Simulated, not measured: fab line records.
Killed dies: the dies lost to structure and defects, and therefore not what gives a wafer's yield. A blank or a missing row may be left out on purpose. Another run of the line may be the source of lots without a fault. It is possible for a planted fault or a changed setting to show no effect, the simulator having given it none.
Which tool was responsible? ; flow gf180mcu ; 72 wafers from 24 lots sampled at 4 of the route's 602 steps

== WHAT EACH GAUGE READ, for each wafer ==
GF_SAB_OVL_MEAS_10. Usual: SAB_OVL typically reads 0.7 nm, with standard deviation 1.4.
lot;measured;on;SAB_OVL (nm);flag
L074;day 14 21:23;overlay-01;0.8 0.2 0.9;
L075;day 15 06:57;overlay-01;0.1 -2.2 -0.4;
L076;day 15 16:54;overlay-01;2.3 0.9 1.0;
L077;day 16 04:59;overlay-01;2.7 1.1 0.4;
L078;day 16 14:06;overlay-01;2.0 3.6 3.0;
L079;day 17 05:08;overlay-01;3.5 3.3 1.7;
L080;day 17 13:32;overlay-02;-0.1 1.4 2.5;
L081;day 17 21:03;overlay-02;1.1 1.0 1.2;
L082;day 18 13:27;overlay-01;2.7 3.4 4.6;
L083;day 18 21:45;overlay-02;0.4 -1.2 1.4;
L084;day 18 22:59;overlay-01;-0.1 -0.9 -0.8;
L085;day 19 03:32;overlay-01;-3.0 -1.0 -0.4;
L086;day 19 11:59;overlay-02;0.4 0.0 0.1;
L087;day 19 21:17;overlay-01;1.5 1.0 2.0;
L088;day 20 10:10;overlay-01;0.6 0.3 0.0;
L089;day 20 15:20;overlay-02;-0.2 0.1 -0.7;
L090;day 20 21:17;overlay-01;-0.6 0.4 -0.3;
L091;day 21 04:38;overlay-01;0.7 1.3 0.3;
L092;day 21 14:25;overlay-01;1.7 1.9 2.3;
L093;day 21 22:47;overlay-01;-0.4 -1.7 -0.2;
L094;day 22 04:31;overlay-01;-0.3 0.9 1.9;
L095;day 22 21:16;overlay-01;0.0 2.6 1.3;
L096;day 23 02:31;overlay-01;-1.0 0.2 -1.3;
L097;day 23 07:26;overlay-02;2.2 0.9 1.7;

GF_V3_THK_MEAS_01. Usual: V3_CVD_00_THK typically reads 603 nm, with standard deviation 6.5.
lot;measured;on;V3_CVD_00_THK (nm);flag
L074;day 21 04:08;film-metro-03;596 592 603;
L075;day 21 14:37;film-metro-01;608 604 608;
L076;day 21 22:50;film-metro-01;595 600 596;
L077;day 22 15:13;film-metro-04;601 600 600;
L078;day 23 01:27;film-metro-04;602 598 606;
L079;day 23 12:30;film-metro-03;601 602 607;
L080;day 23 22:53;film-metro-04;604 606 610;
L081;day 24 05:26;film-metro-01;607 602 611;
L082;day 24 23:29;film-metro-01;607 609 606;
L083;day 25 03:14;film-metro-04;596 598 597;
L084;day 25 04:02;film-metro-01;600 611 597;
L085;day 25 09:57;film-metro-04;605 603 609;
L086;day 25 16:42;film-metro-03;602 602 599;
L087;day 26 00:39;film-metro-04;599 593 599;
L088;day 26 10:08;film-metro-04;604 599 608;
L089;day 26 17:53;film-metro-01;603 601 608;
L090;day 26 23:33;film-metro-03;615 614 617;
L091;day 27 03:20;film-metro-04;606 610 608;
L092;day 27 11:07;film-metro-01;607 607 604;
L093;day 27 21:01;film-metro-04;605 596 608;
L094;day 28 01:32;film-metro-01;599 602 597;
L095;day 28 19:49;film-metro-03;605 604 599;
L096;day 28 19:26;film-metro-01;592 589 585;
L097;day 28 22:50;film-metro-04;598 593 595;

== TOOL THAT RAN EACH LOT (tool first, then ch and the chambers of the sampled wafers, then the start) ==
lot;GF_M1_SPUTTER_03;GF_V1_CMP_26
L074;pvd-sputter-01, day 15 22:10;cmp-01 ch 0,1,2, day 17 22:35
L075;pvd-sputter-01, day 16 07:55;cmp-02 ch 0,3, day 18 08:29
L076;pvd-sputter-02, day 16 17:40;cmp-02 ch 0,1,2, day 18 18:49
L077;pvd-sputter-01, day 17 06:47;cmp-01 ch 0,1,3, day 19 09:40
L078;pvd-sputter-03, day 17 16:33;cmp-02 ch 0,3, day 19 19:37
L079;pvd-sputter-03, day 18 07:22;cmp-02 ch 0,2,3, day 20 10:43
L080;pvd-sputter-01, day 18 16:52;cmp-02 ch 1,2,3, day 20 20:17
L081;pvd-sputter-03, day 19 00:25;cmp-01 ch 2,3, day 21 03:55
L082;pvd-sputter-01, day 19 16:49;cmp-02 ch 0,2,3, day 21 20:38
L083;pvd-sputter-01, day 20 01:31;cmp-02 ch 0,2, day 22 03:22
L084;pvd-sputter-02, day 20 01:52;cmp-01 ch 0,1, day 22 04:02
L085;pvd-sputter-03, day 20 07:26;cmp-01 ch 1,2,3, day 22 11:13
L086;pvd-sputter-02, day 20 15:02;cmp-02 ch 0,1,3, day 22 17:26
L087;pvd-sputter-01, day 21 00:18;cmp-01 ch 0,1,2, day 23 02:26
L088;pvd-sputter-01, day 21 13:08;cmp-02 ch 0,1,2, day 23 14:17
L089;pvd-sputter-01, day 21 18:34;cmp-01 ch 1,3, day 23 19:49
L090;pvd-sputter-01, day 22 00:20;cmp-02 ch 1,2,3, day 24 02:32
L091;pvd-sputter-02, day 22 07:37;cmp-01 ch 1,3, day 24 07:35
L092;pvd-sputter-02, day 22 16:49;cmp-02 ch 0,1,2, day 24 16:31
L093;pvd-sputter-01, day 23 02:18;cmp-01 ch 0,1, day 25 02:02
L094;pvd-sputter-03, day 23 06:41;cmp-01 ch 1,2,3, day 25 06:20
L095;pvd-sputter-03, day 23 23:08;cmp-02 ch 1,2,3, day 26 03:07
L096;pvd-sputter-01, day 24 03:49;cmp-01 ch 0,1,3, day 26 03:16
L097;pvd-sputter-03, day 24 09:22;cmp-01 ch 0,2,3, day 26 07:05
- GF_M1_SPUTTER_03: material Ti, target thk 10 nm, time 6.7 s.
- GF_V1_CMP_26: polishes, stops on SiO2, t overpolish 15 s, target thk 0 nm.

== WHAT THE TOOLS THEMSELVES READ (means of the sampled wafers that have a number; where no wafer has one, the mark that the record gives instead) ==
GF_M1_SPUTTER_03. Usual: cathode-dc-power-W 2999.9 W, standard deviation 0.56; substrate-temp-c 299.96 C, standard deviation 0.19; throttle-valve-pct 30.1 %, standard deviation 0.99.
lot;tool;cathode-dc-power-W (W);substrate-temp-c (C);throttle-valve-pct (%);flag
L074;pvd-sputter-01;2999.9;300.03;30.2;
L075;pvd-sputter-01;3000.5;299.91;30.5;
L076;pvd-sputter-02;2999.8;300.04;29.8;
L077;pvd-sputter-01;3000.1;299.83;29.6;
L078;pvd-sputter-03;3000.2;299.86;30.4;
L079;pvd-sputter-03;2999.5;300.25;30.1;
L080;pvd-sputter-01;2999.9;299.93;30.8;
L081;pvd-sputter-03;3000.3;300.09;29.7;
L082;pvd-sputter-01;3000.0;300.04;29.8;
L083;pvd-sputter-01;3000.1;299.84;30.5;
L084;pvd-sputter-02;3000.0;299.77;30.9;
L085;pvd-sputter-03;2999.8;300.06;30.1;
L086;pvd-sputter-02;3000.1;299.92;31.2;
L087;pvd-sputter-01;3000.2;299.91;30.5;
L088;pvd-sputter-01;2999.3;300.15;30.0;
L089;pvd-sputter-01;3000.3;299.88;30.9;
L090;pvd-sputter-01;2999.7;299.87;30.5;
L091;pvd-sputter-02;2999.8;299.93;31.1;
L092;pvd-sputter-02;2999.8;299.94;29.8;
L093;pvd-sputter-01;3000.5;299.99;30.6;
L094;pvd-sputter-03;2999.8;299.74;29.2;
L095;pvd-sputter-03;2999.3;299.88;30.1;
L096;pvd-sputter-01;2999.9;300.08;30.2;
L097;pvd-sputter-03;2999.6;300.11;29.9;

GF_V1_CMP_26. Usual: head-pressure-psi 3.501 psi, standard deviation 0.0083; motor-current-A 11.5 A, standard deviation 0.73; overpolish-run-s 15.000 s, standard deviation 0.0092; slurry-filter-dp-kPa 13.49 kPa, standard deviation 0.15; time-to-endpoint-s 85 s, standard deviation 3.5.
lot;tool;head-pressure-psi (psi);motor-current-A (A);overpolish-run-s (s);slurry-filter-dp-kPa (kPa);time-to-endpoint-s (s);flag
L074;cmp-01;3.503;11.5;15.000;13.56;87;
L075;cmp-02;3.494;11.3;15.003;13.66;84;
L076;cmp-02;3.500;12.3;15.003;13.53;89;
L077;cmp-01;3.494;11.8;14.996;13.55;86;
L078;cmp-02;3.510;11.3;15.005;13.53;88;
L079;cmp-02;3.504;11.7;14.998;13.51;84;
L080;cmp-02;3.502;11.6;14.991;13.47;80;
L081;cmp-01;3.506;10.7;15.004;13.54;82;
L082;cmp-02;3.500;11.6;14.994;13.50;84;
L083;cmp-02;3.501;11.6;15.002;13.62;82;
L084;cmp-01;3.499;11.6;14.998;13.54;82;
L085;cmp-01;3.501;10.7;14.995;13.48;82;
L086;cmp-02;3.508;11.6;15.007;13.61;80;
L087;cmp-01;3.505;11.6;15.004;13.42;84;
L088;cmp-02;3.504;12.2;14.998;13.48;84;
L089;cmp-01;3.503;10.6;14.999;13.51;90;
L090;cmp-02;3.499;11.8;14.996;13.52;90;
L091;cmp-01;3.498;10.5;15.005;13.26;86;
L092;cmp-02;3.507;11.7;15.001;13.42;90;
L093;cmp-01;3.494;11.2;14.997;13.47;86;
L094;cmp-01;3.496;10.7;15.002;13.43;89;
L095;cmp-02;3.498;12.4;15.001;13.46;84;
L096;cmp-01;3.501;11.1;15.007;13.34;82;
L097;cmp-01;3.504;11.1;14.993;13.57;83;

== THE ANSWER, worked out from the rows above alone ==
Rule: take the mean of a lot's wafers that have a number; if it is more than 3 standard deviations from the usual mean, the lot is off. A lot without any number at a reading at which 4 lots or more have one is off too. The other lots that the step has rows for count as sound. After the gauges, taken in route order, come the tools' own readings; for these a lot's mean is taken, as printed above. The first step at which some lot is off is used, and at that step the reading that is off furthest; a lot without a number counts as furthest.
Across all readings shown, no lot is off: no conclusion can be drawn from this.

== WHAT THE SIMULATOR HAD INSERTED ==
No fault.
